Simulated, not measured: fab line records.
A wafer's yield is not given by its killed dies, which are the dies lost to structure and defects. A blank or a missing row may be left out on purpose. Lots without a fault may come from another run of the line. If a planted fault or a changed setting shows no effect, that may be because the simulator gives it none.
fab line records	flow sky130
[record] lots = 24	wafers = 72	lastDay = 50
route steps=708 shown FIELD_ISO@1 SD_N@356 CONTACT@433 VIA1@470 VIA2@527
lots that met no fault: from a run of the same line without faults
startH: hours from the record's opening day to when the first of the lot's shown wafers began	waitH: hours since the lot's step before	" unchanged from the row above	L1.1+2: several wafers, shown together as one row	- either no value or no given start	* or withheld: withheld	< > ~ a bound
route shown NAME@n: NAME is a module with steps in the file, n the number in the route of the first one	usual: mean/standard deviation taken from wafers without a fault	same: alike in all rows	chamber/n: place in a boat	sites: each site's reading	_std_site: the standard deviation of these	_edge_site: outer sites' mean less inner sites'	radiusMm: for every site, how far away it sits from the centre of the wafer	mask NAME#n: copy n	behind: tool/chamber where the wafer was last shaped	hold: cause of the lot's hold/its duration in hours/its outcome	device: names the non-switching transistor (n, p or np)	end of line: the tests these same wafers got at the end of their route	where a step has no rows: the recipe by itself	killed: dies that structure and defects cost at the first sort, which is not the same as the wafer's yield	map: a wafer's dies, marking killed ones x, the rest . and places with no die _
set.NAME: the setting the step ran with; set.NAME@STEP: the setting that earlier step ran with	model.NAME: the simulator's own value behind a step, which no gauge read
route steps across a sampled set of lots; one table per step, one row per wafer
services: the hour from which a tool's chamber was out of use, counted from the record's first day as startH (under 0 if before that day), plus the number of hours and why
[[steps]]
[step SKY_FIELD_ISO_BOW_MEAS_00]
[recipe] mode = bow
[usual] INCOMING_BOW = 0/6.1
lot.wafer	tool	chamber	startH	waitH	INCOMING_BOW[um]
L074.1	filmMetro-04	-	10.00	-	-3
L074.4	"	-	"	"	-2
L074.6	"	-	"	"	-7
L075.3	filmMetro-02	-	15.04	-	-3
L075.5	"	-	"	"	-2
L075.6	"	-	"	"	16
L076.4	filmMetro-01	-	20.06	-	-11
L076.5	"	-	"	"	-12
L076.6	"	-	"	"	7
L077.1	filmMetro-02	-	25.00	-	-1
L077.4	"	-	"	"	8
L077.6	"	-	"	"	9
L078.2	filmMetro-02	-	30.02	-	8
L078.5	"	-	"	"	1
L078.6	"	-	"	"	-8
L079.2	filmMetro-04	-	35.02	-	2
L079.3	"	-	"	"	2
L079.4	"	-	"	"	3
L080.1	filmMetro-04	-	40.00	-	4
L080.3	"	-	"	"	1
L080.5	"	-	"	"	8
L081.1	filmMetro-04	-	45.00	-	-9
L081.4	"	-	"	"	-6
L081.5	"	-	"	"	5
L082.1	filmMetro-04	-	50.00	-	3
L082.5	"	-	"	"	0
L082.6	"	-	"	"	7
L083.1	filmMetro-01	-	55.00	-	0
L083.3	"	-	"	"	0
L083.6	"	-	"	"	1
L084.2	filmMetro-01	-	60.02	-	-1
L084.5	"	-	"	"	2
L084.6	"	-	"	"	4
L085.1	filmMetro-04	-	65.00	-	0
L085.4	"	-	"	"	-4
L085.6	"	-	"	"	-10
L086.4	filmMetro-01	-	70.06	-	1
L086.5	"	-	"	"	2
L086.6	"	-	"	"	-7
L087.1	filmMetro-01	-	75.00	-	-13
L087.2	"	-	"	"	-6
L087.6	"	-	"	"	2
L088.2	filmMetro-01	-	80.02	-	4
L088.5	"	-	"	"	1
L088.6	"	-	"	"	9
L089.3	filmMetro-04	-	85.04	-	4
L089.4	"	-	"	"	11
L089.6	"	-	"	"	1
L090.1	filmMetro-04	-	90.00	-	-14
L090.2	"	-	"	"	-3
L090.4	"	-	"	"	-13
L091.4	filmMetro-04	-	95.06	-	8
L091.5	"	-	"	"	-2
L091.6	"	-	"	"	-1
L092.2	filmMetro-04	-	100.02	-	-10
L092.5	"	-	"	"	0
L092.6	"	-	"	"	-9
L093.1	filmMetro-04	-	105.00	-	2
L093.4	"	-	"	"	5
L093.5	"	-	"	"	-6
L094.1	filmMetro-02	-	110.00	-	-8
L094.3	"	-	"	"	7
L094.6	"	-	"	"	1
L095.1	filmMetro-04	-	115.00	-	-5
L095.3	"	-	"	"	-3
L095.5	"	-	"	"	10
L096.2	filmMetro-04	-	120.02	-	0
L096.4	"	-	"	"	7
L096.6	"	-	"	"	7
L097.2	filmMetro-01	-	125.02	-	-10
L097.3	"	-	"	"	-1
L097.6	"	-	"	"	-6
[step SKY_FIELD_ISO_THK_MEAS_23]
[recipe] reads = SiO2_of_FIELD_ISO_OXIDATION_22
[usual] FIELD_ISO_OXIDATION_01_THK = 10.01/0.18
lot.wafer	tool	chamber	startH	waitH	FIELD_ISO_OXIDATION_01_THK[nm]
L074.1	filmMetro-01	-	35.05	0.0	9.80
L074.4	"	-	"	"	9.81
L074.6	"	-	"	"	9.90
L075.3	filmMetro-04	-	36.25	0.0	9.80
L075.5	"	-	"	"	9.83
L075.6	"	-	"	"	9.79
L076.4	filmMetro-02	-	41.32	0.0	10.38
L076.5	"	-	"	"	9.99
L076.6	"	-	"	"	10.17
L077.1	filmMetro-02	-	47.59	0.0	9.91
L077.4	"	-	"	"	9.93
L077.6	"	-	"	"	10.15
L078.2	filmMetro-01	-	53.20	0.0	10.15
L078.5	"	-	"	"	9.96
L078.6	"	-	"	"	10.07
L079.2	filmMetro-01	-	55.72	0.0	9.84
L079.3	"	-	"	"	9.94
L079.4	"	-	"	"	9.86
L080.1	filmMetro-01	-	61.94	0.0	10.08
L080.3	"	-	"	"	10.08
L080.5	"	-	"	"	10.22
L081.1	filmMetro-02	-	69.13	0.0	10.22
L081.4	"	-	"	"	9.98
L081.5	"	-	"	"	9.99
L082.1	filmMetro-01	-	73.50	0.0	10.18
L082.5	"	-	"	"	10.29
L082.6	"	-	"	"	10.13
L083.1	filmMetro-01	-	78.84	0.0	10.41
L083.3	"	-	"	"	10.37
L083.6	"	-	"	"	10.27
L084.2	filmMetro-02	-	78.85	0.0	9.96
L084.5	"	-	"	"	9.88
L084.6	"	-	"	"	9.90
L085.1	filmMetro-02	-	86.56	0.0	10.23
L085.4	"	-	"	"	10.26
L085.6	"	-	"	"	10.27
L086.4	filmMetro-04	-	92.83	0.0	9.95
L086.5	"	-	"	"	9.94
L086.6	"	-	"	"	10.06
L087.1	filmMetro-04	-	99.39	0.0	9.66
L087.2	"	-	"	"	9.70
L087.6	"	-	"	"	9.38
L088.2	filmMetro-01	-	108.98	0.0	10.10
L088.5	"	-	"	"	9.87
L088.6	"	-	"	"	10.15
L089.3	filmMetro-02	-	110.60	0.0	10.00
L089.4	"	-	"	"	10.00
L089.6	"	-	"	"	9.83
L090.1	filmMetro-01	-	114.79	0.0	10.16
L090.2	"	-	"	"	10.21
L090.4	"	-	"	"	10.22
L091.4	filmMetro-02	-	120.23	0.0	10.06
L091.5	"	-	"	"	9.98
L091.6	"	-	"	"	9.89
L092.2	filmMetro-01	-	124.79	0.0	10.10
L092.5	"	-	"	"	10.04
L092.6	"	-	"	"	10.04
L093.1	filmMetro-04	-	129.00	0.0	9.88
L093.4	"	-	"	"	10.02
L093.5	"	-	"	"	10.05
L094.1	filmMetro-04	-	137.29	0.0	9.81
L094.3	"	-	"	"	9.87
L094.6	"	-	"	"	10.00
L095.1	filmMetro-02	-	144.14	0.0	10.02
L095.3	"	-	"	"	9.99
L095.5	"	-	"	"	9.99
L096.2	filmMetro-02	-	146.71	0.0	10.01
L096.4	"	-	"	"	10.15
L096.6	"	-	"	"	10.16
L097.2	filmMetro-02	-	150.90	0.0	9.78
L097.3	"	-	"	"	9.69
L097.6	"	-	"	"	9.83
[step SKY_SD_N_RTA_14]
[recipe] tempC = 1075	timeS = 2	idleTempC = 650	rampUpCPerS = 150	rampDownCPerS = 90	ambient = N2
[usual] lampPowerPct = 15.74/0.057	rampDownCPerS = 90.001/0.017	wafer_temp_C_max = 1078.0/1.3
lot.wafer	tool	chamber	startH	waitH	lampPowerPct	rampDownCPerS	wafer_temp_C_max
L074.1	rtpAnneal-02	0	648.04	0.0	15.63	90.007	1078.0
L074.4	"	0	"	"	15.77	90.030	1077.0
L074.6	"	0	"	"	15.79	89.984	1080.3
L075.3	rtpAnneal-01	0	652.62	0.0	15.69	90.006	1075.8
L075.5	"	0	"	"	15.70	89.983	1079.0
L075.6	"	0	"	"	15.73	90.008	1078.5
L076.4	rtpAnneal-02	0	659.02	0.0	15.72	89.995	1079.1
L076.5	"	0	"	"	15.70	89.964	1080.0
L076.6	"	0	"	"	15.70	90.027	1077.3
L077.1	rtpAnneal-01	0	677.30	0.0	15.76	89.997	1077.2
L077.4	"	0	"	"	15.68	89.992	1078.3
L077.6	"	0	"	"	15.71	89.987	1078.7
L079.2	rtpAnneal-02	0	680.19	0.0	15.71	90.035	1077.0
L079.3	"	0	"	"	15.66	90.014	1079.7
L079.4	"	0	"	"	15.77	90.006	1078.9
L078.2	rtpAnneal-01	0	685.15	0.0	15.79	90.003	1077.5
L078.5	"	0	"	"	15.69	90.010	1079.2
L078.6	"	0	"	"	15.71	89.985	1078.7
L080.1	rtpAnneal-02	0	707.89	0.0	15.75	90.001	1076.8
L080.3	"	0	"	"	15.70	89.999	1078.0
L080.5	"	0	"	"	15.72	89.974	1076.0
L081.1	rtpAnneal-01	0	709.32	0.0	15.72	89.990	1077.2
L081.4	"	0	"	"	15.87	89.985	1079.0
L081.5	"	0	"	"	15.74	89.987	1078.6
L082.1	rtpAnneal-02	0	719.25	0.0	15.81	90.025	1076.4
L082.5	"	0	"	"	15.79	89.975	1079.3
L082.6	"	0	"	"	15.81	90.023	1075.8
L083.1	rtpAnneal-01	0	720.15	0.0	15.81	90.015	1078.3
L083.3	"	0	"	"	15.66	89.992	1079.9
L083.6	"	0	"	"	15.78	90.028	1077.3
L085.1	rtpAnneal-02	0	721.34	0.0	15.75	89.979	1080.0
L085.4	"	0	"	"	15.80	89.969	1077.9
L085.6	"	0	"	"	15.75	90.015	1079.0
L084.2	rtpAnneal-01	0	732.48	0.0	15.79	90.001	1078.0
L084.5	"	0	"	"	15.69	89.985	1077.6
L084.6	"	0	"	"	15.69	90.012	1079.0
L086.4	rtpAnneal-02	0	752.49	0.0	15.70	89.998	1078.5
L086.5	"	0	"	"	15.64	89.975	1078.9
L086.6	"	0	"	"	15.71	89.980	1077.7
L087.1	rtpAnneal-01	0	756.74	0.0	15.63	89.993	1077.0
L087.2	"	0	"	"	15.70	89.976	1076.4
L087.6	"	0	"	"	15.74	89.989	1078.2
L088.2	rtpAnneal-02	0	774.62	0.0	15.69	89.976	1078.4
L088.5	"	0	"	"	15.75	90.025	1078.0
L088.6	"	0	"	"	15.69	89.981	1074.9
L090.1	rtpAnneal-01	0	778.70	0.0	15.84	90.011	1076.4
L090.2	"	0	"	"	15.83	90.020	1076.5
L090.4	"	0	"	"	15.65	90.010	1080.7
L089.3	rtpAnneal-02	0	779.01	0.0	15.75	90.014	1077.7
L089.4	"	0	"	"	15.79	90.018	1076.2
L089.6	"	0	"	"	15.66	90.004	1078.4
L091.4	rtpAnneal-01	0	782.17	0.0	15.75	90.004	1076.8
L091.5	"	0	"	"	15.66	89.999	1078.0
L091.6	"	0	"	"	15.71	90.012	1080.5
L092.2	rtpAnneal-02	0	786.01	0.0	15.74	90.020	1078.2
L092.5	"	0	"	"	15.86	89.978	1076.7
L092.6	"	0	"	"	15.72	89.970	1077.6
L093.1	rtpAnneal-01	0	812.29	0.0	15.81	90.010	1079.4
L093.4	"	0	"	"	15.82	90.015	1079.0
L093.5	"	0	"	"	15.77	90.006	1075.7
L094.1	rtpAnneal-02	0	816.45	0.0	15.80	90.010	1078.0
L094.3	"	0	"	"	15.83	90.029	1078.0
L094.6	"	0	"	"	15.80	90.010	1076.9
L095.1	rtpAnneal-01	0	817.68	0.0	15.77	89.978	1076.6
L095.3	"	0	"	"	15.83	89.992	1076.7
L095.5	"	0	"	"	15.72	89.997	1078.3
L096.2	rtpAnneal-02	0	821.96	0.0	15.78	90.022	1078.7
L096.4	"	0	"	"	15.78	89.998	1077.9
L096.6	"	0	"	"	15.72	90.006	1082.4
L097.2	rtpAnneal-01	0	822.56	0.0	15.74	90.032	1078.2
L097.3	"	0	"	"	15.77	89.995	1077.5
L097.6	"	0	"	"	15.80	89.999	1076.7
[step SKY_CONTACT_CMP_27]
[recipe] stopOn = SiO2	tOverpolishS = 15	downForcePsi = 3.5	platenRpm = 60	targetThkNm = 0	padVelocityMS = 0.94248
[usual] motorCurrentA = 11.4/1	overpolishRunS = 15.001/0.0089	platenRpm = 60.00/0.04	timeToEndpointS = 81/4.3
[same] tOverpolishS = 15
lot.wafer	tool	chamber	startH	waitH	motorCurrentA	overpolishRunS	platenRpm	timeToEndpointS
L074.1	cmp-01	2	738.69	0.1	12.5	15.018	59.90	82
L074.4	"	0	"	"	12.1	15.004	60.01	80
L074.6	"	3	"	"	11.0	15.000	59.98	82
L075.3	cmp-02	1	739.85	0.1	12.5	15.000	60.03	84
L075.5	"	0	"	"	10.4	15.002	59.97	90
L075.6	"	1	"	"	12.7	15.005	60.01	90
L076.4	cmp-02	1	759.52	1.9	12.3	15.011	60.04	88
L076.6	"	3	"	"	9.2	15.004	59.98	87
L076.5	"	0	"	"	11.0	14.990	60.04	90
L077.1	cmp-02	2	762.40	0.3	11.4	14.996	60.02	78
L077.4	"	0	"	"	10.9	15.001	60.01	86
L077.6	"	2	"	"	11.0	15.013	60.06	82
L079.2	cmp-02	0	762.70	0.5	10.6	14.998	60.00	86
L079.4	"	1	"	"	12.1	14.998	59.99	80
L079.3	"	3	"	"	9.1	14.997	60.02	84
L078.2	cmp-01	2	766.15	0.3	12.8	14.994	60.06	78
L078.5	"	3	"	"	11.6	14.993	60.04	78
L078.6	"	0	"	"	12.3	14.995	59.99	78
L080.1	cmp-02	3	792.41	0.2	9.4	15.000	60.03	86
L080.3	"	0	"	"	11.1	14.995	60.06	83
L080.5	"	3	"	"	9.6	15.007	60.06	86
L081.4	cmp-01	1	796.83	0.0	10.1	15.013	59.99	82
L081.1	"	2	"	"	12.6	15.009	60.06	79
L081.5	"	1	"	"	10.5	14.988	59.97	80
L082.1	cmp-01	3	804.49	0.1	11.2	14.991	59.94	78
L082.5	"	1	"	"	11.0	15.000	60.05	85
L082.6	"	2	"	"	12.9	14.992	60.05	78
L083.3	cmp-02	2	804.76	0.1	11.4	15.001	60.03	75
L083.1	"	0	"	"	11.5	14.990	59.96	85
L083.6	"	2	"	"	11.0	14.993	60.02	74
L085.1	cmp-01	2	806.15	0.1	12.5	15.004	60.03	80
L085.4	"	3	"	"	11.4	15.007	60.06	78
L085.6	"	3	"	"	11.8	15.011	59.92	83
L084.2	cmp-01	3	817.59	0.1	11.0	14.990	60.04	76
L084.6	"	1	"	"	10.7	14.996	60.03	82
L084.5	"	2	"	"	12.4	15.014	59.95	80
L086.4	cmp-01	1	836.19	0.2	10.5	15.014	60.01	83
L086.5	"	2	"	"	12.5	14.992	59.95	82
L086.6	"	3	"	"	11.2	15.001	59.96	79
L087.2	cmp-02	1	842.61	0.1	12.7	15.013	59.96	72
L087.1	"	3	"	"	9.6	15.014	60.03	85
L087.6	"	0	"	"	10.6	15.003	60.03	84
L088.2	cmp-02	0	858.23	0.2	10.7	15.014	60.00	81
L088.5	"	1	"	"	12.7	15.001	60.02	77
L088.6	"	2	"	"	10.8	14.997	59.98	74
L090.2	cmp-02	0	861.95	0.0	10.9	15.013	60.01	85
L090.1	"	2	"	"	11.3	14.994	60.01	74
L090.4	"	3	"	"	9.8	14.994	59.97	82
L089.4	cmp-01	0	863.46	0.0	12.0	15.008	60.04	80
L089.3	"	2	"	"	12.1	14.980	60.00	80
L089.6	"	1	"	"	10.9	15.008	59.97	86
L091.4	cmp-01	2	865.53	0.0	12.3	14.996	59.92	79
L091.5	"	2	"	"	13.1	14.988	59.96	82
L091.6	"	3	"	"	11.4	15.004	60.01	79
L092.2	cmp-01	3	869.62	0.1	12.0	15.002	59.94	78
L092.6	"	2	"	"	12.5	14.990	60.05	77
L092.5	"	3	"	"	12.3	15.011	59.95	82
L093.4	cmp-01	0	895.29	0.1	12.3	15.005	60.03	76
L093.1	"	1	"	"	10.6	15.010	60.03	79
L093.5	"	3	"	"	11.4	15.003	59.99	76
L094.1	cmp-02	0	899.00	0.1	10.9	15.000	60.06	82
L094.3	"	1	"	"	12.6	14.996	59.99	77
L094.6	"	0	"	"	10.6	15.001	60.01	83
L095.3	cmp-02	0	899.94	0.1	10.7	15.007	59.93	86
L095.1	"	2	"	"	11.0	14.996	60.05	73
L095.5	"	3	"	"	9.5	14.998	59.96	87
L096.2	cmp-01	2	902.99	0.1	12.3	15.000	60.06	80
L096.4	"	3	"	"	11.0	14.996	60.01	81
L096.6	"	0	"	"	12.2	14.997	60.06	82
L097.2	cmp-01	2	906.30	0.1	12.2	15.013	60.00	81
L097.3	"	3	"	"	11.5	15.021	59.96	79
L097.6	"	1	"	"	10.6	15.013	60.00	83
[step SKY_VIA1_CD_MEAS_12]
[recipe] targetCdNm = 150
[usual] cdNm = 150.3/2
lot.wafer	tool	chamber	startH	waitH	cdNm
L074.1	cdSem-01	-	793.88	-	153.9
L074.4	"	-	"	"	152.9
L074.6	"	-	"	"	152.6
L075.3	cdSem-02	-	795.26	-	151.3
L075.5	"	-	"	"	149.4
L075.6	"	-	"	"	152.5
L076.4	cdSem-01	-	813.69	-	147.8
L076.5	"	-	"	"	148.7
L076.6	"	-	"	"	147.2
L077.1	cdSem-01	-	816.72	-	148.2
L077.4	"	-	"	"	146.6
L077.6	"	-	"	"	148.6
L079.2	cdSem-02	-	817.60	-	148.7
L079.3	"	-	"	"	149.1
L079.4	"	-	"	"	150.0
L078.2	cdSem-02	-	822.49	-	149.8
L078.5	"	-	"	"	149.4
L078.6	"	-	"	"	151.0
L080.1	cdSem-02	-	847.17	-	149.0
L080.3	"	-	"	"	148.8
L080.5	"	-	"	"	149.4
L081.1	cdSem-01	-	852.07	-	149.8
L081.4	"	-	"	"	149.6
L081.5	"	-	"	"	150.4
L082.1	cdSem-01	-	858.27	-	153.1
L082.5	"	-	"	"	152.3
L082.6	"	-	"	"	152.6
L083.1	cdSem-02	-	858.92	-	150.5
L083.3	"	-	"	"	150.7
L083.6	"	-	"	"	151.1
L085.1	cdSem-01	-	859.83	-	153.5
L085.4	"	-	"	"	153.9
L085.6	"	-	"	"	153.9
L084.2	cdSem-01	-	871.94	-	153.1
L084.5	"	-	"	"	152.6
L084.6	"	-	"	"	152.3
L086.4	cdSem-02	-	889.53	-	152.0
L086.5	"	-	"	"	152.3
L086.6	"	-	"	"	154.2
L087.1	cdSem-01	-	896.02	-	152.2
L087.2	"	-	"	"	151.9
L087.6	"	-	"	"	153.7
L088.2	cdSem-01	-	908.69	-	151.1
L088.5	"	-	"	"	152.7
L088.6	"	-	"	"	150.9
L090.1	cdSem-01	-	912.07	-	147.7
L090.2	"	-	"	"	148.5
L090.4	"	-	"	"	148.8
L089.3	cdSem-01	-	914.67	-	149.1
L089.4	"	-	"	"	149.6
L089.6	"	-	"	"	150.4
L091.4	cdSem-02	-	918.58	-	148.8
L091.5	"	-	"	"	145.6
L091.6	"	-	"	"	148.4
L092.2	cdSem-02	-	921.69	-	150.7
L092.5	"	-	"	"	150.2
L092.6	"	-	"	"	149.6
L093.1	cdSem-02	-	946.43	-	148.0
L093.4	"	-	"	"	149.6
L093.5	"	-	"	"	149.7
L094.1	cdSem-01	-	950.27	-	148.4
L094.3	"	-	"	"	147.6
L094.6	"	-	"	"	144.5
L095.1	cdSem-02	-	950.28	-	151.3
L095.3	"	-	"	"	150.0
L095.5	"	-	"	"	149.7
L096.2	cdSem-02	-	954.24	-	153.1
L096.4	"	-	"	"	152.1
L096.6	"	-	"	"	151.7
L097.2	cdSem-02	-	956.59	-	147.2
L097.3	"	-	"	"	148.9
L097.6	"	-	"	"	149.0
[step SKY_VIA2_SPUTTER_20]
[recipe] material = TiN	targetThkNm = 20	chamberPressurePa = 5	powerW = 4000	timeS = 82.89
[usual] throttleValvePct = 30.2/1.3
lot.wafer	tool	chamber	startH	waitH	throttleValvePct
L074.1	pvdSputter-01	-	851.19	0.0	27.1
L074.4	"	-	"	"	30.2
L074.6	"	-	"	"	30.0
L075.3	pvdSputter-01	-	852.72	0.0	30.0
L075.5	"	-	"	"	30.6
L075.6	"	-	"	"	31.9
L076.4	pvdSputter-02	-	871.02	0.0	30.7
L076.5	"	-	"	"	30.8
L076.6	"	-	"	"	30.3
L077.1	pvdSputter-02	-	873.32	0.0	29.8
L077.4	"	-	"	"	30.6
L077.6	"	-	"	"	30.2
L079.2	pvdSputter-02	-	874.28	0.0	30.7
L079.3	"	-	"	"	30.1
L079.4	"	-	"	"	29.8
L078.2	pvdSputter-01	-	879.43	0.0	29.8
L078.5	"	-	"	"	27.1
L078.6	"	-	"	"	29.8
L080.1	pvdSputter-02	-	901.48	0.0	30.0
L080.3	"	-	"	"	30.4
L080.5	"	-	"	"	30.9
L081.1	pvdSputter-03	-	907.78	0.0	30.0
L081.4	"	-	"	"	31.1
L081.5	"	-	"	"	31.4
L082.1	pvdSputter-01	-	911.46	0.0	32.1
L082.5	"	-	"	"	32.2
L082.6	"	-	"	"	30.5
L083.1	pvdSputter-03	-	911.92	0.0	31.1
L083.3	"	-	"	"	30.1
L083.6	"	-	"	"	30.0
L085.1	pvdSputter-02	-	912.23	0.0	30.9
L085.4	"	-	"	"	29.8
L085.6	"	-	"	"	30.6
L084.2	pvdSputter-03	-	925.68	0.0	30.8
L084.5	"	-	"	"	30.9
L084.6	"	-	"	"	29.7
L086.4	pvdSputter-01	-	940.71	0.0	27.5
L086.5	"	-	"	"	29.8
L086.6	"	-	"	"	30.7
L087.1	pvdSputter-01	-	949.06	0.0	30.8
L087.2	"	-	"	"	27.4
L087.6	"	-	"	"	32.1
L088.2	pvdSputter-03	-	962.56	0.0	30.3
L088.5	"	-	"	"	31.0
L088.6	"	-	"	"	30.0
L090.1	pvdSputter-01	-	966.13	0.0	32.1
L090.2	"	-	"	"	30.5
L090.4	"	-	"	"	30.1
L089.3	pvdSputter-01	-	968.03	0.0	27.3
L089.4	"	-	"	"	29.9
L089.6	"	-	"	"	30.5
L091.4	pvdSputter-01	-	972.27	0.0	29.8
L091.5	"	-	"	"	30.0
L091.6	"	-	"	"	30.3
L092.2	pvdSputter-01	-	973.41	0.0	30.4
L092.5	"	-	"	"	30.3
L092.6	"	-	"	"	31.9
L093.1	pvdSputter-03	-	998.36	0.0	31.1
L093.4	"	-	"	"	31.0
L093.5	"	-	"	"	29.8
L095.1	pvdSputter-01	-	1001.07	0.0	27.0
L095.3	"	-	"	"	29.9
L095.5	"	-	"	"	30.2
L094.1	pvdSputter-01	-	1001.73	0.0	30.0
L094.3	"	-	"	"	32.2
L094.6	"	-	"	"	27.2
L096.2	pvdSputter-03	-	1006.68	0.0	29.8
L096.4	"	-	"	"	30.0
L096.6	"	-	"	"	29.8
L097.2	pvdSputter-03	-	1008.24	0.0	30.9
L097.3	"	-	"	"	30.1
L097.6	"	-	"	"	29.9
[[services]]
tool	chamber	startH	hours	kind
pvdSputter-01	-	645.52	1.8	repair
cmp-01	-	650.10	0.9	repair
cmp-01	-	671.20	3.5	repair
cmp-01	-	671.65	2.3	repair
pvdSputter-01	-	710.50	1.7	repair
cmp-01	-	733.07	4.1	pm
cmp-01	-	742.47	1.5	repair
cmp-02	-	749.27	0.5	repair
cmp-01	-	751.26	8.9	pm
cmp-02	-	755.12	4.0	pm
rtpAnneal-02	-	755.68	0.8	repair
cmp-01	-	760.17	4.5	pm
cmp-02	-	778.03	1.2	repair
cmp-02	-	787.16	1.4	repair
cmp-02	-	817.41	0.7	repair
cmp-02	-	822.45	20.0	pm
cmp-02	-	876.03	6.0	pm
pvdSputter-01	-	885.11	7.9	repair
cmp-01	-	912.13	4.0	pm
pvdSputter-01	-	921.14	2.2	repair
cmp-02	-	928.41	5.1	pm
cmp-01	-	945.39	8.3	repair
rtpAnneal-01	-	993.42	36.2	pm
cmp-01	-	1003.91	0.9	repair
[[key]]
fault none
